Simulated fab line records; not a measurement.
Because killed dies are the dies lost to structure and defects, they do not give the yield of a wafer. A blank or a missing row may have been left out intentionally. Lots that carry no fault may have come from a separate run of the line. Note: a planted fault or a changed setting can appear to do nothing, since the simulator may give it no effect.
fab line records	flow sky130
[record] lots = 11	wafers = 33	lastDay = 50
route steps=708 shown POLY_GATE@218 POLY_CUT@317 SD_P@329 PAD_OPEN@708
lots that met no fault: taken from a fault-free run of the same line
startH: hours from the record's opening day to when the first of the lot's shown wafers began	waitH: hours elapsed since this lot's preceding step	" unchanged from the row above	L1.1+2: one row covering several wafers at once	- no value present, or no start provided	* or withheld: withheld	< > ~ a bound
route shown NAME@n: names a module that has steps shown in the file, with the first one's number in the route	usual: average and standard deviation across the fault-free wafers	same: alike in all rows	chamber/n: place in a boat	sites: per-site readings	_std_site: the standard deviation of these	_edge_site: the outer-site mean with the inner-site mean subtracted	radiusMm: how far each site lies from the wafer's centre	mask NAME#n: copy n	behind: tool/chamber where the wafer was last shaped	hold: why the lot was held/for how many hours/how that ended	device: which transistor (n, p or np) failed to switch	end of line: tests run on the same wafers once the route is complete	for a step that has no rows: nothing shown but its recipe	killed: at the first sort, the dies lost to defects and structure; wafer yield is something else	map: a wafer's dies, marking killed ones x, the rest . and places with no die _
set.NAME: the setting the step ran with; set.NAME@STEP: the setting that earlier step ran with	model.NAME: the simulator's own value behind a step, which no gauge read
steps of the route over a sample of lots; a table a step, a row a wafer
services: when a tool's chamber went out of use (startH, in hours from the record's first day, below 0 if earlier), for how many hours, and the reason
[[steps]]
[step SKY_POLY_GATE_THK_MEAS_04]
[recipe] reads = Si3N4_of_POLY_GATE_CVD_03
[usual] POLY_GATE_CVD_03_THK = 75.2/0.79
lot.wafer	tool	chamber	startH	waitH	POLY_GATE_CVD_03_THK[nm]
L847.2	filmMetro-02	-	336.37	0.0	74.8
L847.5	"	-	"	"	74.8
L847.6	"	-	"	"	74.6
L848.1	filmMetro-01	-	340.53	0.0	75.1
L848.2	"	-	"	"	75.2
L848.3	"	-	"	"	75.0
L852.1	filmMetro-01	-	374.84	0.0	75.0
L852.2	"	-	"	"	75.1
L852.3	"	-	"	"	74.5
L857.2	filmMetro-01	-	435.47	0.0	75.6
L857.3	"	-	"	"	75.8
L857.6	"	-	"	"	75.7
L859.2	filmMetro-03	-	448.74	0.0	75.3
L859.3	"	-	"	"	75.5
L859.6	"	-	"	"	75.0
L860.3	filmMetro-02	-	454.64	0.0	77.2
L860.4	"	-	"	"	76.0
L860.6	"	-	"	"	76.4
L861.2	filmMetro-02	-	461.09	0.0	75.9
L861.3	"	-	"	"	75.1
L861.6	"	-	"	"	74.9
L863.1	filmMetro-02	-	478.78	0.0	74.6
L863.3	"	-	"	"	74.5
L863.5	"	-	"	"	75.0
L867.3	filmMetro-02	-	510.81	0.0	75.2
L867.4	"	-	"	"	75.1
L867.6	"	-	"	"	75.9
L869.1	filmMetro-03	-	526.17	0.0	76.2
L869.3	"	-	"	"	75.7
L869.5	"	-	"	"	76.1
L870.2	filmMetro-02	-	540.53	0.0	75.7
L870.3	"	-	"	"	74.8
L870.6	"	-	"	"	74.4
[step SKY_POLY_CUT_ETCH_10]
[recipe] chemistry = N2/H2	target = BARC	ionEnergyEv = 200	sourceW = 500	biasW = 100	pressureMtorr = 30	n2FlowSccm = 100	h2FlowSccm = 200	stopOn = SiO2	timeS = 45.9	targetDepthA = 600
[usual] biasW = 100.00/0.28	chamberPressureMTorr = 30.003/0.027	drypumpMotorCurrentA = 5.8/0.35	oesProductAu = 0.856/0.005	throttleValvePct = 13.225/0.0096
lot.wafer	tool	chamber	startH	waitH	biasW	chamberPressureMTorr	drypumpMotorCurrentA	oesProductAu	rfHoursCounterH	throttleValvePct
L847.2	rieDiel-03	0	548.81	0.0	100.29	30.035	5.1	0.857	55	13.225
L847.5	"	2	"	"	99.94	29.986	5.7	0.865	-	13.247
L847.6	"	1	"	"	99.54	29.944	6.2	0.862	-	13.212
L848.1	rieDiel-03	1	554.91	0.0	99.96	30.002	6.3	0.853	8	13.228
L848.2	"	3	"	"	100.06	30.018	5.6	0.852	12	13.211
L848.3	"	0	"	"	99.63	29.988	5.1	0.852	55	13.230
L852.1	rieDiel-04	0	593.36	0.0	99.98	30.018	5.8	0.848	37	13.222
L852.2	"	1	"	"	99.96	30.000	6.1	0.859	4	13.232
L852.3	"	2	"	"	100.12	29.974	6.2	0.864	1	13.232
L857.2	rieDiel-01	3	657.42	0.0	100.07	29.968	5.3	0.853	11	13.233
L857.3	"	0	"	"	99.61	30.022	5.7	0.861	1	13.213
L857.6	"	0	"	"	99.84	30.010	5.7	0.856	-	13.230
L859.2	rieDiel-01	3	666.21	0.0	100.01	29.959	5.3	0.852	12	13.228
L859.3	"	2	"	"	99.96	30.024	6.1	0.857	38	13.231
L859.6	"	3	"	"	99.80	29.987	5.3	0.859	-	13.226
L860.3	rieDiel-01	3	667.26	0.0	100.26	30.011	5.3	0.858	12	13.221
L860.4	"	1	"	"	99.35	30.012	5.8	0.854	4	13.229
L860.6	"	3	"	"	100.34	30.002	5.3	0.854	-	13.226
L861.2	rieDiel-03	2	673.67	0.0	99.93	29.967	5.7	0.866	6	13.230
L861.3	"	3	"	"	100.01	29.961	5.6	0.855	15	13.225
L861.6	"	2	"	"	100.36	29.967	5.7	0.861	-	13.222
L863.1	rieDiel-04	2	691.25	0.0	100.29	29.990	6.2	0.861	3	13.217
L863.3	"	1	"	"	100.65	30.052	6.1	0.854	6	13.240
L863.5	"	0	"	"	99.64	29.995	5.7	0.859	-	13.227
L867.3	rieDiel-03	3	717.46	0.0	99.63	30.022	5.6	0.863	17	13.213
L867.4	"	0	"	"	99.98	29.963	5.1	0.854	0	13.216
L867.6	"	1	"	"	100.05	30.005	6.3	0.846	-	13.226
L869.1	rieDiel-04	1	733.31	0.0	100.27	30.021	6.1	0.868	7	13.239
L869.3	"	3	"	"	99.69	29.994	5.7	0.861	18	13.218
L869.5	"	2	"	"	100.08	30.040	6.2	0.860	-	13.210
L870.2	rieDiel-03	0	744.72	0.0	100.16	29.966	5.1	0.854	1	13.228
L870.3	"	1	"	"	99.62	30.023	6.3	0.845	12	13.229
L870.6	"	2	"	"	100.01	30.040	5.7	0.864	-	13.227
[step SKY_SD_P_IMPLANT_09]
[recipe] species = BF2	energyKev = 20	doseCm2 = 3e+15	tiltDeg = 0
[usual] doseIonsCm2 = 3e+15/3.5e+12
lot.wafer	tool	chamber	startH	waitH	doseIonsCm2
L847.2	implanter-01	0	578.18	0.0	2.997e+15
L847.5	"	0	"	"	3e+15
L847.6	"	0	"	"	3e+15
L848.1	implanter-01	0	584.47	0.0	3.001e+15
L848.2	"	0	"	"	3.005e+15
L848.3	"	0	"	"	3.005e+15
L852.1	implanter-04	0	622.01	0.0	2.998e+15
L852.2	"	0	"	"	3.004e+15
L852.3	"	0	"	"	3.002e+15
L857.2	implanter-01	0	685.44	0.0	3.001e+15
L857.3	"	0	"	"	2.998e+15
L857.6	"	0	"	"	3.001e+15
L859.2	implanter-04	0	694.79	0.0	3.001e+15
L859.3	"	0	"	"	3.003e+15
L859.6	"	0	"	"	3.002e+15
L860.3	implanter-02	0	695.87	0.1	3.002e+15
L860.4	"	0	"	"	2.998e+15
L860.6	"	0	"	"	2.996e+15
L861.2	implanter-02	0	701.53	0.0	2.996e+15
L861.3	"	0	"	"	2.999e+15
L861.6	"	0	"	"	3.004e+15
L863.1	implanter-04	0	719.01	0.0	3.002e+15
L863.3	"	0	"	"	3.007e+15
L863.5	"	0	"	"	3.002e+15
L867.3	implanter-02	0	745.07	0.1	2.996e+15
L867.4	"	0	"	"	3e+15
L867.6	"	0	"	"	3.001e+15
L869.1	implanter-02	0	761.92	0.0	2.996e+15
L869.3	"	0	"	"	2.994e+15
L869.5	"	0	"	"	3.001e+15
L870.2	implanter-01	0	772.44	0.0	3.004e+15
L870.3	"	0	"	"	2.999e+15
L870.6	"	0	"	"	3.004e+15
[step SKY_SD_P_STRIP_10]
[recipe] chemistry = O2/N2	powerW = 1400	pressureMtorr = 1500	platenTempC = withheld	o2FlowSccm = 3000	n2FlowSccm = 300	overashFraction = 0.5
[usual] chamberPressureMTorr = 1500.2/1.3	drypumpMotorCurrentA = 5.6/0.4	oesProductAu = 0.618/0.0042	stripTimeToEndpointS = 17.50/0.036
lot.wafer	tool	chamber	startH	waitH	chamberPressureMTorr	drypumpMotorCurrentA	oesProductAu	rfHoursCounterH	stripTimeToEndpointS
L847.2	plasmaAsher-01	0	578.31	0.1	1499.3	5.5	0.620	85	17.50
L847.5	"	1	"	"	1501.7	6.0	0.624	-	17.49
L847.6	"	0	"	"	1498.9	5.4	0.619	-	17.54
L848.1	plasmaAsher-01	1	584.62	0.1	1501.6	6.0	0.621	86	17.55
L848.2	"	0	"	"	1500.6	5.5	0.617	86	17.46
L848.3	"	0	"	"	1497.8	5.4	0.623	-	17.47
L852.1	plasmaAsher-01	0	622.16	0.1	1499.7	5.4	0.623	90	17.50
L852.2	"	1	"	"	1498.8	6.0	0.614	90	17.46
L852.3	"	0	"	"	1501.1	5.4	0.613	-	17.49
L857.2	plasmaAsher-03	0	685.57	0.1	1499.9	6.1	0.622	86	17.44
L857.3	"	0	"	"	1500.3	6.1	0.622	-	17.39
L857.6	"	1	"	"	1500.9	5.6	0.625	-	17.41
L859.2	plasmaAsher-01	0	694.92	0.1	1501.0	5.5	0.622	97	17.54
L859.3	"	0	"	"	1501.2	5.4	0.616	-	17.55
L859.6	"	1	"	"	1500.0	6.0	0.621	-	17.52
L860.3	plasmaAsher-01	1	696.00	0.1	1501.3	6.0	0.615	-	17.49
L860.4	"	0	"	"	1504.4	5.4	0.619	-	17.49
L860.6	"	1	"	"	1499.1	6.0	0.620	-	17.47
L861.2	plasmaAsher-04	0	701.66	0.1	1499.8	5.2	0.618	58	17.55
L861.3	"	1	"	"	1499.6	4.7	0.622	-	17.56
L861.6	"	1	"	"	1502.4	4.7	0.616	-	17.55
L863.1	plasmaAsher-03	0	719.16	0.1	1500.5	6.1	0.613	89	17.44
L863.3	"	0	"	"	1500.9	6.1	0.619	-	17.48
L863.5	"	1	"	"	1499.8	5.5	0.611	-	17.45
L867.3	plasmaAsher-04	0	745.20	0.1	1500.0	5.2	0.616	-	17.49
L867.4	"	1	"	"	1499.3	4.7	0.620	-	17.45
L867.6	"	1	"	"	1500.9	4.7	0.618	-	17.45
L869.1	plasmaAsher-01	0	762.07	0.1	1499.9	5.4	0.620	2	17.57
L869.3	"	0	"	"	1499.2	5.4	0.616	-	17.51
L869.5	"	1	"	"	1500.2	6.0	0.612	-	17.51
L870.2	plasmaAsher-03	1	772.57	0.1	1501.0	5.5	0.617	94	17.51
L870.3	"	1	"	"	1500.0	5.5	0.610	-	17.55
L870.6	"	1	"	"	1498.5	5.5	0.612	-	17.50
[step SKY_SD_N_RS_MEAS_17]
[recipe] thkMeasGauge = four-point-probe
[usual] SD_P_RS = 147.0/0.34
lot.wafer	tool	chamber	startH	waitH	SD_P_RS[ohm/sq]
L847.2	filmMetro-02	-	636.69	0.1	147.0
L847.5	"	-	"	"	147.2
L847.6	"	-	"	"	147.1
L848.1	filmMetro-02	-	642.72	0.1	147.3
L848.2	"	-	"	"	146.9
L848.3	"	-	"	"	147.4
L852.1	filmMetro-02	-	680.22	0.1	146.9
L852.2	"	-	"	"	147.0
L852.3	"	-	"	"	146.6
L857.2	filmMetro-02	-	741.84	0.1	147.6
L857.3	"	-	"	"	147.7
L857.6	"	-	"	"	148.0
L859.2	filmMetro-02	-	750.39	0.1	147.4
L859.3	"	-	"	"	147.0
L859.6	"	-	"	"	147.3
L860.3	filmMetro-02	-	752.01	0.1	147.1
L860.4	"	-	"	"	146.9
L860.6	"	-	"	"	147.7
L861.2	filmMetro-03	-	758.29	0.1	146.6
L861.3	"	-	"	"	146.7
L861.6	"	-	"	"	146.5
L863.1	filmMetro-03	-	775.42	0.1	146.9
L863.3	"	-	"	"	146.6
L863.5	"	-	"	"	146.6
L867.3	filmMetro-01	-	801.31	0.1	146.7
L867.4	"	-	"	"	146.8
L867.6	"	-	"	"	146.8
L869.1	filmMetro-02	-	817.31	0.1	147.6
L869.3	"	-	"	"	147.2
L869.5	"	-	"	"	147.0
L870.2	filmMetro-01	-	827.13	0.1	146.6
L870.3	"	-	"	"	146.9
L870.6	"	-	"	"	147.1
[step SKY_PAD_OPEN_PROBE_99]
[usual] killed_at_M0_to_M3 = 42/6.6	killed_at_M4_up = 3.0/1.8	killedAtContacts = 25/5.1	killedAtFrontEnd = 15/4.4	killedAtOther = 0.3/0.56	killedDies = 86/8.6	killedOpen = 47/6.9	killedShort = 38/6
[same] grossDies = 492	killedAtBackSide = 0
lot.wafer	tool	chamber	startH	waitH	killed_at_M0_to_M3	killed_at_M4_up	killedAtContacts	killedAtFrontEnd	killedAtOther	killedDies	killedOpen	killedShort
L861.2	prober-01	-	1154.13	0.1	42	1	30	21	0	94	61	32
// killed by level:class
L861.2 CONTACT:geometricParticle:open=12 VIA1:geometricParticle:open=12 LI_CONTACT:geometricParticle:open=11 POLY_GATE:geometricParticle:open=7 VIA3:geometricParticle:open=7 METAL2:geometricParticle:short=5 FIELD_ISO:geometricParticle:short=4 FIELD_ISO:geometricParticle:open=4
[[services]]
tool	chamber	startH	hours	kind
implanter-04	-	540.04	0.6	repair
implanter-04	-	543.21	3.2	pm
rieDiel-04	-	557.84	1.0	repair
plasmaAsher-03	-	585.14	5.2	repair
implanter-02	-	588.16	3.8	pm
rieDiel-04	-	621.68	0.1	repair
rieDiel-04	-	630.53	2.8	pm
plasmaAsher-03	-	633.32	2.1	repair
implanter-04	-	647.03	1.6	repair
plasmaAsher-04	-	660.52	18.9	pm
rieDiel-01	0	667.44	16.9	repair
implanter-04	-	675.71	2.1	repair
implanter-01	-	686.43	4.6	pm
rieDiel-03	2	694.78	5.4	repair
rieDiel-01	-	695.31	3.6	repair
plasmaAsher-03	-	701.20	5.6	repair
rieDiel-03	2	720.69	5.6	repair
implanter-01	-	723.38	2.3	repair
rieDiel-01	0	728.26	2.7	repair
plasmaAsher-03	-	728.41	1.7	repair
plasmaAsher-01	-	733.75	9.0	pm
plasmaAsher-01	0	733.75	9.0	ventCycle
rieDiel-03	0	756.62	5.5	repair
plasmaAsher-01	-	765.42	0.5	repair
[[key]]
[firstSign] step = SKY_SD_P_STRIP_10	reading = stripTimeToEndpointS	direction = down	sigmas = 2.5	usual = *	struck = *
[effect] step = SKY_SD_N_RS_MEAS_17	reading = SD_P_RS	direction = up	sigmas = 2.3	usual = 147.0	struck = 147.8
metAt SKY_SD_P_IMPLANT_09
struckLots L857
testerLeftOut L857
notActingAt SKY_POLY_GATE_THK_MEAS_04,SKY_POLY_CUT_ETCH_10,SKY_SD_N_RS_MEAS_17
onsetBetween 584.47 685.44
[fault] kind = processParameterDrift	tool = implanter-01	chamber = -	onsetH = 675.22	steps = SKY_SD_P_IMPLANT_09	channel = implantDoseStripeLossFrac	offset = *	shape = step	endH = 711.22
// testerLeftOut: of these lots the tester's yield and bins aren't shown, on N5 and GAA mostly nor the transistor test; their killed dies are dies lost to structure and defects alone, not to doping, threshold or leakage, so they don't give the yield
